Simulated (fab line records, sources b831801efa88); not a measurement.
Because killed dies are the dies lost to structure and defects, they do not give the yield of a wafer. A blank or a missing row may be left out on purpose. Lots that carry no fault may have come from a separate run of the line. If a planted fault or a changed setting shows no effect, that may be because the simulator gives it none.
Chamber matching :: flow gf180mcu :: GF_V1_CMP_26 on cmp-02 has 4 sister chambers
The step polishes, stops on SiO2, t overpolish 15 s, target thk 0 nm. 8 wafers are shown with their chamber, then 12 later ones without.

EACH WAFER AND ITS CHAMBER
wafer: L089.1
chamber: 2
motorCurrentA (A): 11.3
timeToEndpointS (s): 87

wafer: L089.3
chamber: 1
motorCurrentA (A): 9.3
timeToEndpointS (s): 73

wafer: L090.1
chamber: 3
motorCurrentA (A): 9.4
timeToEndpointS (s): 87

wafer: L090.2
chamber: 2
motorCurrentA (A): 11.5
timeToEndpointS (s): 86

wafer: L090.3
chamber: 0
motorCurrentA (A): 9.8
timeToEndpointS (s): 80

wafer: L091.4
chamber: 1
motorCurrentA (A): 8.8
timeToEndpointS (s): 78

wafer: L091.5
chamber: 0
motorCurrentA (A): 9.9
timeToEndpointS (s): 83

wafer: L091.6
chamber: 3
motorCurrentA (A): 9.1
timeToEndpointS (s): 84

WAFERS WITH NO CHAMBER GIVEN
wafer: L093.1
motorCurrentA (A): 9.1
timeToEndpointS (s): 74

wafer: L093.3
motorCurrentA (A): 9.2
timeToEndpointS (s): 85

wafer: L093.5
motorCurrentA (A): 9.7
timeToEndpointS (s): 81

wafer: L094.1
motorCurrentA (A): 9.8
timeToEndpointS (s): 85

wafer: L094.4
motorCurrentA (A): 9.3
timeToEndpointS (s): 77

wafer: L094.5
motorCurrentA (A): 9.0
timeToEndpointS (s): 74

wafer: L095.1
motorCurrentA (A): 9.3
timeToEndpointS (s): 83

wafer: L095.4
motorCurrentA (A): 11.5
timeToEndpointS (s): 82

wafer: L095.5
motorCurrentA (A): 11.6
timeToEndpointS (s): 84

wafer: L096.2
motorCurrentA (A): 8.7
timeToEndpointS (s): 82

wafer: L096.4
motorCurrentA (A): 11.8
timeToEndpointS (s): 80

wafer: L096.5
motorCurrentA (A): 8.8
timeToEndpointS (s): 73

CHAMBER TAKEN BY EACH
wafer: L093.1
from the rows above: 1
in truth: 1

wafer: L093.3
from the rows above: 3
in truth: 3

wafer: L093.5
from the rows above: 0
in truth: 0

wafer: L094.1
from the rows above: can't be placed: 0 or 3
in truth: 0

wafer: L094.4
from the rows above: can't be placed: 1 or 0
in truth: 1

wafer: L094.5
from the rows above: 1
in truth: 1

wafer: L095.1
from the rows above: can't be placed: 3 or 0
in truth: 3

wafer: L095.4
from the rows above: 2
in truth: 2

wafer: L095.5
from the rows above: 2
in truth: 2

wafer: L096.2
from the rows above: can't be placed: 3 or 1
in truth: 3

wafer: L096.4
from the rows above: 2
in truth: 2

wafer: L096.5
from the rows above: 1
in truth: 1
8 of 12 placed correctly. Not placeable from these rows: 4 (in 4, the candidates include the true chamber). Placed wrongly: 0.
How it was worked out, from the rows above alone: a wafer's distance from a chamber is the root of the sum, over the readings, of the square of ((its reading less the chamber's mean) divided by the reading's scatter). The wafer belongs to the nearest chamber; if the next one is less than 2 further off, it can't be placed. A chamber's mean is the mean of its shown wafers. The scatter is the square root of a quotient: the sum, over the shown wafers, of each reading's squared deviation from its chamber's mean, divided by wafers minus chambers.
